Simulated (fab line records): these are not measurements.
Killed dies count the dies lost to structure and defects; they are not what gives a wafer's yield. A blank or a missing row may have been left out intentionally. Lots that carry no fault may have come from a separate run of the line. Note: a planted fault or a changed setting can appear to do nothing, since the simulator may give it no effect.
fab line records	flow sky130
record lots=24	wafers=72	last_day=50
route steps=708 shown FIELD_ISO@17 VT_ADJUST_NCORE@127 SONOS_ONO@182 CONTACT@420 METAL1@435
lots that met no fault: from a run of the same line without faults
start_h: the number of hours between the record's first day and the start of the first shown wafer of the lot	wait_h: hours from the lot's prior step to this one	" unchanged from the row above	L1.1+2: several wafers, shown together as one row	- no value, or no start was given	* or withheld: withheld	< > ~ a bound
route shown NAME@n: a module of which the file shows steps, and the number in the route of the first	usual: average and standard deviation across the fault-free wafers	same: alike in all rows	chamber/n: place in a boat	sites: the reading at each site	_std_site: how widely they spread, as a standard deviation	_edge_site: mean of outer sites minus mean of inner sites	radius_mm: for every site, how far away it sits from the centre of the wafer	mask NAME#n: copy n	behind: tool/chamber where the wafer was last shaped	hold: what put the lot on hold/how long, in hours/how the hold closed	device: the n, p or np transistor that did not switch	end of line: tests run on the same wafers once the route is complete	a step with no rows: only its recipe	killed: not the wafer's yield, but the dies lost to structure and defects at the first sort	map: a wafer's dies, marking killed ones x, the rest . and places with no die _
set.NAME: the run value of the setting; set.NAME@STEP: its run value at that earlier step	model.NAME: the simulator's own value behind a step, which no gauge read
steps of the route over a sample of lots; a table a step, a row a wafer
services: from which hour (start_h, from the record's first day; less than 0 if before it) a tool's chamber was out of use, for how many hours, and why
## steps
# step SKY_FIELD_ISO_STRIP_16
# recipe chemistry=O2/N2	power_w=1400	pressure_mtorr=1500	platen_temp_c=withheld	o2_flow_sccm=3000	n2_flow_sccm=300	overash_fraction=0.5
# usual drypump_motor_current_A=5.64/0.28	oes_product_au=0.379/0.005	strip_time_to_endpoint_s=3.55/0.041
lot.wafer	tool	chamber	start_h	wait_h	drypump_motor_current_A	oes_product_au	rf_hours_counter_h	strip_time_to_endpoint_s
L074.1	plasma_asher-01	1	28.53	0.0	5.39	0.361	34	3.56
L074.5	"	1	"	"	5.36	0.382	-	3.52
L074.6	"	0	"	"	5.50	0.374	-	3.51
L075.2	plasma_asher-01	1	34.12	0.0	5.42	0.376	35	3.47
L075.4	"	0	"	"	5.52	0.366	-	3.60
L075.6	"	1	"	"	5.43	0.378	-	3.62
L076.1	plasma_asher-04	0	40.53	0.0	6.10	0.381	37	3.53
L076.4	"	0	"	"	6.08	0.376	-	3.52
L076.5	"	0	"	"	6.11	0.373	-	3.52
L077.1	plasma_asher-03	1	44.45	0.0	5.91	0.378	37	3.62
L077.2	"	0	"	"	5.23	0.376	37	3.48
L077.3	"	0	"	"	5.21	0.391	-	3.59
L078.1	plasma_asher-01	0	49.50	0.0	5.56	0.381	37	3.56
L078.3	"	1	"	"	5.41	0.382	-	3.57
L078.4	"	0	"	"	5.55	0.374	-	3.51
L079.2	plasma_asher-04	0	56.72	0.0	6.10	0.375	39	3.48
L079.3	"	0	"	"	6.06	0.382	-	3.64
L079.4	"	1	"	"	5.75	0.377	-	3.47
L080.1	plasma_asher-04	0	61.63	0.0	6.10	0.382	39	3.56
L080.3	"	0	"	"	6.11	0.380	-	3.58
L080.5	"	0	"	"	6.10	0.377	-	3.51
L081.2	plasma_asher-03	0	65.18	0.0	5.22	0.377	39	3.52
L081.3	"	0	"	"	5.20	0.373	-	3.57
L081.4	"	1	"	"	5.92	0.377	-	3.54
L082.2	plasma_asher-01	0	71.42	0.0	5.57	0.384	39	3.52
L082.4	"	1	"	"	5.46	0.378	-	3.52
L082.5	"	0	"	"	5.55	0.378	-	3.50
L083.1	plasma_asher-01	1	75.17	0.0	5.43	0.386	39	3.55
L083.2	"	0	"	"	5.52	0.370	39	3.50
L083.6	"	0	"	"	5.54	0.380	-	3.61
L084.1	plasma_asher-03	0	80.08	0.0	5.22	0.382	40	3.54
L084.3	"	1	"	"	5.91	0.383	-	3.54
L084.4	"	0	"	"	5.22	0.381	-	3.50
L085.3	plasma_asher-04	0	86.48	0.1	6.09	0.379	-	3.58
L085.4	"	1	"	"	5.72	0.375	-	3.51
L085.5	"	1	"	"	5.70	0.379	-	3.63
L086.1	plasma_asher-03	1	92.00	0.0	5.90	0.390	41	3.60
L086.4	"	1	"	"	5.91	0.378	-	3.58
L086.6	"	1	"	"	5.92	0.376	-	3.56
L087.1	plasma_asher-01	1	97.33	0.0	5.44	0.380	41	3.52
L087.2	"	0	"	"	5.57	0.367	41	3.51
L087.5	"	1	"	"	5.38	0.377	-	3.52
L088.4	plasma_asher-01	0	101.42	0.0	5.52	0.382	-	3.59
L088.5	"	0	"	"	5.56	0.385	-	3.57
L088.6	"	1	"	"	5.38	0.375	-	3.57
L089.2	plasma_asher-04	1	108.15	0.0	5.69	0.384	44	3.63
L089.3	"	1	"	"	5.66	0.379	-	3.57
L089.6	"	0	"	"	6.09	0.374	-	3.56
L090.2	plasma_asher-03	0	111.88	0.0	5.20	0.377	43	3.60
L090.3	"	0	"	"	5.21	0.378	-	3.56
L090.4	"	1	"	"	5.91	0.383	-	3.61
L091.3	plasma_asher-03	0	118.22	0.1	5.19	0.384	-	3.53
L091.5	"	1	"	"	5.92	0.376	-	3.51
L091.6	"	0	"	"	5.21	0.378	-	3.55
L092.1	plasma_asher-01	1	122.57	0.0	5.40	0.385	44	3.55
L092.2	"	0	"	"	5.53	0.382	44	3.56
L092.4	"	0	"	"	5.53	0.381	-	3.53
L093.3	plasma_asher-01	0	128.07	0.1	5.53	0.370	-	3.52
L093.5	"	0	"	"	5.52	0.381	-	3.59
L093.6	"	1	"	"	5.43	0.378	-	3.54
L094.1	plasma_asher-04	1	132.82	0.0	5.70	0.386	1	3.53
L094.5	"	0	"	"	6.09	0.379	-	3.56
L094.6	"	1	"	"	5.69	0.379	-	3.53
L095.1	plasma_asher-04	1	137.48	0.0	5.72	0.374	1	3.55
L095.2	"	0	"	"	6.07	0.380	1	3.52
L095.3	"	0	"	"	6.12	0.381	-	3.52
L096.2	plasma_asher-01	1	142.60	0.0	5.42	0.391	46	3.56
L096.3	"	0	"	"	5.55	0.382	-	3.55
L096.6	"	0	"	"	5.52	0.378	-	3.53
L097.2	plasma_asher-04	0	151.00	0.0	6.08	0.375	3	3.55
L097.4	"	1	"	"	5.69	0.380	-	3.59
L097.6	"	1	"	"	5.68	0.378	-	3.59
# step SKY_VT_ADJUST_NCORE_OVL_MEAS_08
# usual VT_ADJUST_NCORE_OVL=0.4/1.4
lot.wafer	tool	chamber	start_h	wait_h	VT_ADJUST_NCORE_OVL[nm]
L074.1	overlay-02	-	179.15	0.1	-0.4
L074.5	"	-	"	"	-0.1
L074.6	"	-	"	"	-0.5
L075.2	overlay-02	-	191.11	0.1	3.7
L075.4	"	-	"	"	1.1
L075.6	"	-	"	"	-0.7
L076.1	overlay-01	-	198.95	0.1	1.9
L076.4	"	-	"	"	2.3
L076.5	"	-	"	"	0.8
L077.1	overlay-02	-	200.65	0.1	-2.0
L077.2	"	-	"	"	-0.9
L077.3	"	-	"	"	-2.8
L078.1	overlay-02	-	206.97	0.1	-0.3
L078.3	"	-	"	"	-1.4
L078.4	"	-	"	"	-0.8
L079.2	overlay-02	-	217.11	0.1	1.4
L079.3	"	-	"	"	-0.3
L079.4	"	-	"	"	-0.9
L080.1	overlay-02	-	225.95	0.1	-0.4
L080.3	"	-	"	"	0.9
L080.5	"	-	"	"	0.5
L081.2	overlay-02	-	226.85	0.1	0.1
L081.3	"	-	"	"	0.4
L081.4	"	-	"	"	1.6
L082.2	overlay-01	-	234.30	0.1	-1.0
L082.4	"	-	"	"	0.0
L082.5	"	-	"	"	1.0
L083.1	overlay-02	-	241.25	0.1	0.3
L083.2	"	-	"	"	-1.4
L083.6	"	-	"	"	0.0
L084.1	overlay-02	-	250.15	0.1	1.6
L084.3	"	-	"	"	2.1
L084.4	"	-	"	"	2.5
L085.3	overlay-02	-	255.11	0.1	1.4
L085.4	"	-	"	"	1.0
L085.5	"	-	"	"	3.9
L086.1	overlay-02	-	260.05	0.1	2.1
L086.4	"	-	"	"	1.1
L086.6	"	-	"	"	2.3
L087.1	overlay-02	-	268.35	0.1	0.3
L087.2	"	-	"	"	-0.1
L087.5	"	-	"	"	0.9
L088.4	overlay-02	-	277.07	0.1	1.7
L088.5	"	-	"	"	1.8
L088.6	"	-	"	"	3.3
L089.2	overlay-02	-	283.55	0.1	-0.8
L089.3	"	-	"	"	0.3
L089.6	"	-	"	"	0.0
L090.2	overlay-02	-	290.61	0.1	-0.7
L090.3	"	-	"	"	-1.1
L090.4	"	-	"	"	-1.1
L091.3	overlay-01	-	307.46	0.1	-0.5
L091.5	"	-	"	"	0.2
L091.6	"	-	"	"	1.1
L092.1	overlay-01	-	312.70	0.1	0.3
L092.2	"	-	"	"	0.1
L092.4	"	-	"	"	0.2
L093.3	overlay-02	-	326.01	0.1	0.1
L093.5	"	-	"	"	-0.2
L093.6	"	-	"	"	0.3
L094.1	overlay-01	-	330.47	0.1	2.2
L094.5	"	-	"	"	1.4
L094.6	"	-	"	"	2.4
L095.1	overlay-02	-	331.72	0.1	-2.0
L095.2	"	-	"	"	-1.9
L095.3	"	-	"	"	-1.6
L096.2	overlay-02	-	337.37	0.1	-0.9
L096.3	"	-	"	"	1.2
L096.6	"	-	"	"	-0.1
L097.2	overlay-01	-	349.76	0.1	1.0
L097.4	"	-	"	"	0.7
L097.6	"	-	"	"	1.8
# step SKY_SONOS_ONO_OVL_MEAS_14
# usual SONOS_ONO_OVL=0.9/1.6
lot.wafer	tool	chamber	start_h	wait_h	SONOS_ONO_OVL[nm]
L074.1	overlay-01	-	276.60	0.1	1.5
L074.5	"	-	"	"	2.7
L074.6	"	-	"	"	1.5
L075.2	overlay-02	-	286.11	0.1	0.1
L075.4	"	-	"	"	1.7
L075.6	"	-	"	"	1.0
L076.1	overlay-02	-	299.50	0.1	-2.2
L076.4	"	-	"	"	-0.4
L076.5	"	-	"	"	-1.3
L077.1	overlay-02	-	302.72	0.1	1.1
L077.2	"	-	"	"	-0.1
L077.3	"	-	"	"	0.4
L078.1	overlay-01	-	308.40	0.1	-0.4
L078.3	"	-	"	"	-0.8
L078.4	"	-	"	"	-0.9
L079.2	overlay-02	-	317.65	0.1	-1.3
L079.3	"	-	"	"	-1.9
L079.4	"	-	"	"	-1.8
L080.1	overlay-02	-	328.70	0.1	2.9
L080.3	"	-	"	"	3.0
L080.5	"	-	"	"	2.9
L081.2	overlay-01	-	332.97	0.1	-2.7
L081.3	"	-	"	"	0.0
L081.4	"	-	"	"	-0.8
L082.2	overlay-02	-	340.50	0.1	1.5
L082.4	"	-	"	"	0.8
L082.5	"	-	"	"	2.6
L083.1	overlay-02	-	349.45	0.1	3.2
L083.2	"	-	"	"	3.3
L083.6	"	-	"	"	2.9
L084.1	overlay-02	-	357.90	0.1	4.2
L084.3	"	-	"	"	2.3
L084.4	"	-	"	"	2.0
L085.3	overlay-01	-	364.51	0.1	-0.8
L085.4	"	-	"	"	1.9
L085.5	"	-	"	"	1.0
L086.1	overlay-02	-	371.32	0.1	3.4
L086.4	"	-	"	"	5.4
L086.6	"	-	"	"	4.9
L087.1	overlay-02	-	380.20	0.1	0.6
L087.2	"	-	"	"	-0.6
L087.5	"	-	"	"	1.2
L088.4	overlay-01	-	389.34	0.1	0.9
L088.5	"	-	"	"	-0.3
L088.6	"	-	"	"	-2.1
L089.2	overlay-02	-	396.31	0.1	0.9
L089.3	"	-	"	"	1.4
L089.6	"	-	"	"	1.8
L090.2	overlay-01	-	421.92	0.1	-0.7
L090.3	"	-	"	"	0.9
L090.4	"	-	"	"	-1.3
L091.3	overlay-01	-	427.61	0.1	0.6
L091.5	"	-	"	"	0.3
L091.6	"	-	"	"	0.4
L092.1	overlay-01	-	433.47	0.1	0.1
L092.2	"	-	"	"	0.2
L092.4	"	-	"	"	0.6
L093.3	overlay-01	-	447.43	0.1	2.5
L093.5	"	-	"	"	1.4
L093.6	"	-	"	"	2.0
L094.1	overlay-01	-	448.65	0.1	0.9
L094.5	"	-	"	"	-0.5
L094.6	"	-	"	"	0.6
L095.1	overlay-02	-	452.82	0.1	-0.5
L095.2	"	-	"	"	1.2
L095.3	"	-	"	"	-0.2
L096.2	overlay-01	-	459.65	0.1	1.7
L096.3	"	-	"	"	3.8
L096.6	"	-	"	"	1.2
L097.2	overlay-02	-	472.25	0.1	0.1
L097.4	"	-	"	"	-0.1
L097.6	"	-	"	"	0.3
# step SKY_CONTACT_CD_MEAS_14
# recipe target_cd_nm=170
# usual cd_nm=169.9/1.5
lot.wafer	tool	chamber	start_h	wait_h	cd_nm
L074.1	cd_sem-02	-	730.80	-	169.2
L074.5	"	-	"	"	169.8
L074.6	"	-	"	"	169.0
L075.2	cd_sem-02	-	739.30	-	169.1
L075.4	"	-	"	"	168.3
L075.6	"	-	"	"	168.3
L076.1	cd_sem-01	-	755.56	-	168.8
L076.4	"	-	"	"	168.2
L076.5	"	-	"	"	169.4
L077.1	cd_sem-02	-	759.50	-	172.2
L077.2	"	-	"	"	172.1
L077.3	"	-	"	"	171.8
L078.1	cd_sem-02	-	776.83	-	169.0
L078.3	"	-	"	"	168.1
L078.4	"	-	"	"	168.8
L079.2	cd_sem-02	-	778.55	-	167.0
L079.3	"	-	"	"	169.4
L079.4	"	-	"	"	168.2
L080.1	cd_sem-02	-	785.65	-	169.0
L080.3	"	-	"	"	168.5
L080.5	"	-	"	"	169.1
L081.2	cd_sem-01	-	788.05	-	170.3
L081.3	"	-	"	"	168.5
L081.4	"	-	"	"	168.9
L082.2	cd_sem-02	-	795.70	-	171.9
L082.4	"	-	"	"	171.7
L082.5	"	-	"	"	170.7
L083.1	cd_sem-01	-	801.25	-	170.7
L083.2	"	-	"	"	170.8
L083.6	"	-	"	"	171.0
L084.1	cd_sem-01	-	805.98	-	169.1
L084.3	"	-	"	"	167.0
L084.4	"	-	"	"	166.6
L085.3	cd_sem-01	-	817.80	-	168.8
L085.4	"	-	"	"	170.3
L085.5	"	-	"	"	169.4
L086.1	cd_sem-02	-	823.10	-	170.1
L086.4	"	-	"	"	169.2
L086.6	"	-	"	"	171.4
L087.1	cd_sem-01	-	828.91	-	171.3
L087.2	"	-	"	"	172.1
L087.5	"	-	"	"	171.1
L088.4	cd_sem-02	-	839.36	-	168.1
L088.5	"	-	"	"	168.2
L088.6	"	-	"	"	168.7
L089.2	cd_sem-01	-	844.82	-	169.3
L089.3	"	-	"	"	170.3
L089.6	"	-	"	"	170.5
L090.2	cd_sem-01	-	867.92	-	170.7
L090.3	"	-	"	"	171.3
L090.4	"	-	"	"	172.0
L092.1	cd_sem-01	-	880.50	-	168.1
L092.2	"	-	"	"	167.8
L092.4	"	-	"	"	168.6
L091.3	cd_sem-02	-	882.75	-	169.1
L091.5	"	-	"	"	170.5
L091.6	"	-	"	"	171.0
L094.1	cd_sem-02	-	885.86	-	169.6
L094.5	"	-	"	"	169.6
L094.6	"	-	"	"	169.6
L093.3	cd_sem-01	-	888.80	-	169.0
L093.5	"	-	"	"	168.5
L093.6	"	-	"	"	169.3
L095.1	cd_sem-01	-	892.41	-	171.1
L095.2	"	-	"	"	171.5
L095.3	"	-	"	"	171.0
L096.2	cd_sem-02	-	897.08	-	169.6
L096.3	"	-	"	"	170.3
L096.6	"	-	"	"	168.0
L097.2	cd_sem-02	-	907.87	-	171.6
L097.4	"	-	"	"	172.0
L097.6	"	-	"	"	172.2
# step SKY_CONTACT_CVD_24
# recipe material=W	target_thk_nm=340	time_s=102.12	temp_c=400	pressure_torr=40
# usual heater_power_w=805/110
lot.wafer	tool	chamber	start_h	wait_h	heater_power_w
L074.1	cvd_w-01	1	731.79	0.0	723
L074.5	"	0	"	"	675
L074.6	"	1	"	"	719
L075.2	cvd_w-01	1	740.26	0.0	712
L075.4	"	0	"	"	676
L075.6	"	0	"	"	693
L076.1	cvd_w-02	0	756.50	0.0	912
L076.4	"	0	"	"	922
L076.5	"	1	"	"	902
L077.1	cvd_w-02	0	760.44	0.0	938
L077.2	"	1	"	"	912
L077.3	"	1	"	"	906
L078.1	cvd_w-01	0	777.78	0.0	681
L078.3	"	1	"	"	693
L078.4	"	0	"	"	689
L079.2	cvd_w-01	0	779.51	0.0	674
L079.3	"	0	"	"	690
L079.4	"	1	"	"	720
L080.1	cvd_w-02	0	786.60	0.0	929
L080.3	"	1	"	"	921
L080.5	"	1	"	"	923
L081.2	cvd_w-01	1	788.98	0.0	695
L081.3	"	1	"	"	725
L081.4	"	0	"	"	685
L082.2	cvd_w-01	1	796.62	0.0	709
L082.4	"	0	"	"	662
L082.5	"	0	"	"	682
L083.1	cvd_w-01	1	802.19	0.0	699
L083.2	"	0	"	"	678
L083.6	"	0	"	"	709
L084.1	cvd_w-02	0	806.98	0.0	946
L084.3	"	1	"	"	905
L084.4	"	0	"	"	935
L085.3	cvd_w-01	0	818.75	0.1	685
L085.4	"	1	"	"	707
L085.5	"	1	"	"	723
L086.1	cvd_w-01	0	824.04	0.0	692
L086.4	"	0	"	"	691
L086.6	"	0	"	"	699
L087.1	cvd_w-02	1	829.85	0.0	920
L087.2	"	0	"	"	956
L087.5	"	0	"	"	927
L088.4	cvd_w-02	1	840.38	0.1	926
L088.5	"	1	"	"	900
L088.6	"	1	"	"	920
L089.2	cvd_w-02	0	845.75	0.0	955
L089.3	"	1	"	"	906
L089.6	"	1	"	"	918
L090.2	cvd_w-02	0	868.84	0.0	920
L090.3	"	0	"	"	953
L090.4	"	1	"	"	923
L092.1	cvd_w-02	0	881.45	0.0	972
L092.2	"	1	"	"	924
L092.4	"	1	"	"	921
L091.3	cvd_w-02	1	883.70	0.1	899
L091.5	"	0	"	"	947
L091.6	"	1	"	"	923
L094.1	cvd_w-02	1	886.84	0.0	891
L094.5	"	1	"	"	915
L094.6	"	0	"	"	949
L093.3	cvd_w-01	0	889.75	0.1	707
L093.5	"	0	"	"	703
L093.6	"	1	"	"	707
L095.1	cvd_w-01	1	893.37	0.0	704
L095.2	"	0	"	"	695
L095.3	"	0	"	"	697
L096.2	cvd_w-01	0	898.04	0.0	676
L096.3	"	0	"	"	696
L096.6	"	0	"	"	677
L097.2	cvd_w-01	1	908.80	0.0	730
L097.4	"	1	"	"	710
L097.6	"	1	"	"	715
# step SKY_METAL1_SPUTTER_01
# recipe material=TiN	target_thk_nm=20	power_w=6500	time_s=16.7	chamber_pressure_pa=0.4
# usual throttle_valve_pct=30.5/0.73
lot.wafer	tool	chamber	start_h	wait_h	throttle_valve_pct
L074.1	pvd_sputter-03	-	732.40	0.0	30.5
L074.5	"	-	"	"	30.8
L074.6	"	-	"	"	31.1
L075.2	pvd_sputter-01	-	740.88	0.0	29.7
L075.4	"	-	"	"	31.7
L075.6	"	-	"	"	30.2
L076.1	pvd_sputter-03	-	757.12	0.0	30.4
L076.4	"	-	"	"	30.1
L076.5	"	-	"	"	30.6
L077.1	pvd_sputter-01	-	761.05	0.0	29.9
L077.2	"	-	"	"	30.3
L077.3	"	-	"	"	31.6
L078.1	pvd_sputter-04	-	778.39	0.0	29.2
L078.3	"	-	"	"	30.9
L078.4	"	-	"	"	32.1
L079.2	pvd_sputter-04	-	780.13	0.0	31.0
L079.3	"	-	"	"	30.1
L079.4	"	-	"	"	29.3
L080.1	pvd_sputter-01	-	787.22	0.0	30.2
L080.3	"	-	"	"	31.6
L080.5	"	-	"	"	30.2
L081.2	pvd_sputter-04	-	789.59	0.0	32.1
L081.3	"	-	"	"	30.1
L081.4	"	-	"	"	31.0
L082.2	pvd_sputter-03	-	797.24	0.0	31.0
L082.4	"	-	"	"	30.7
L082.5	"	-	"	"	30.1
L083.1	pvd_sputter-03	-	802.80	0.0	30.6
L083.2	"	-	"	"	30.2
L083.6	"	-	"	"	30.8
L084.1	pvd_sputter-01	-	807.60	0.0	31.8
L084.3	"	-	"	"	30.1
L084.4	"	-	"	"	29.5
L085.3	pvd_sputter-01	-	819.32	0.0	31.6
L085.4	"	-	"	"	30.5
L085.5	"	-	"	"	29.8
L086.1	pvd_sputter-01	-	824.65	0.0	30.2
L086.4	"	-	"	"	31.7
L086.6	"	-	"	"	30.3
L087.1	pvd_sputter-01	-	830.47	0.0	30.0
L087.2	"	-	"	"	30.4
L087.5	"	-	"	"	31.5
L088.4	pvd_sputter-01	-	840.99	0.0	30.0
L088.5	"	-	"	"	29.7
L088.6	"	-	"	"	31.6
L089.2	pvd_sputter-04	-	846.36	0.0	30.8
L089.3	"	-	"	"	29.3
L089.6	"	-	"	"	30.3
L090.2	pvd_sputter-04	-	869.45	0.0	30.3
L090.3	"	-	"	"	30.9
L090.4	"	-	"	"	29.2
L092.1	pvd_sputter-03	-	882.06	0.0	30.8
L092.2	"	-	"	"	30.3
L092.4	"	-	"	"	30.4
L091.3	pvd_sputter-03	-	884.27	0.0	30.0
L091.5	"	-	"	"	30.2
L091.6	"	-	"	"	30.3
L094.1	pvd_sputter-01	-	887.45	0.0	30.1
L094.5	"	-	"	"	30.1
L094.6	"	-	"	"	30.2
L093.3	pvd_sputter-04	-	890.33	0.0	32.4
L093.5	"	-	"	"	29.2
L093.6	"	-	"	"	30.9
L095.1	pvd_sputter-01	-	893.98	0.0	29.9
L095.2	"	-	"	"	30.1
L095.3	"	-	"	"	30.3
L096.2	pvd_sputter-01	-	898.65	0.0	31.7
L096.3	"	-	"	"	30.4
L096.6	"	-	"	"	30.5
L097.2	pvd_sputter-01	-	909.41	0.0	30.1
L097.4	"	-	"	"	30.2
L097.6	"	-	"	"	29.8
## services
tool	chamber	start_h	hours	kind
cvd_w-01	-	13.09	0.4	repair
cvd_w-01	-	18.68	28.1	pm
pvd_sputter-01	-	45.51	5.8	repair
cvd_w-02	0	142.48	5.3	repair
cvd_w-01	1	160.20	11.0	repair
pvd_sputter-01	-	162.63	0.8	repair
cvd_w-01	-	166.82	0.6	repair
pvd_sputter-01	-	203.13	0.8	repair
pvd_sputter-01	-	229.57	0.7	repair
cvd_w-02	-	233.28	1.4	repair
cvd_w-02	1	255.99	3.1	repair
pvd_sputter-01	-	372.73	5.0	repair
cvd_w-01	-	390.00	14.0	pm
cvd_w-01	1	436.88	11.8	repair
pvd_sputter-01	-	469.27	2.4	repair
cvd_w-01	0	479.52	4.1	repair
cvd_w-01	-	494.10	4.3	pm
cvd_w-01	-	513.91	6.9	pm
pvd_sputter-01	-	516.57	22.3	repair
pvd_sputter-01	-	599.18	2.4	repair
cvd_w-01	-	641.75	2.8	pm
pvd_sputter-01	-	708.84	4.2	repair
cvd_w-01	1	841.55	14.7	repair
cvd_w-01	0	855.78	2.4	repair
## key
fault none
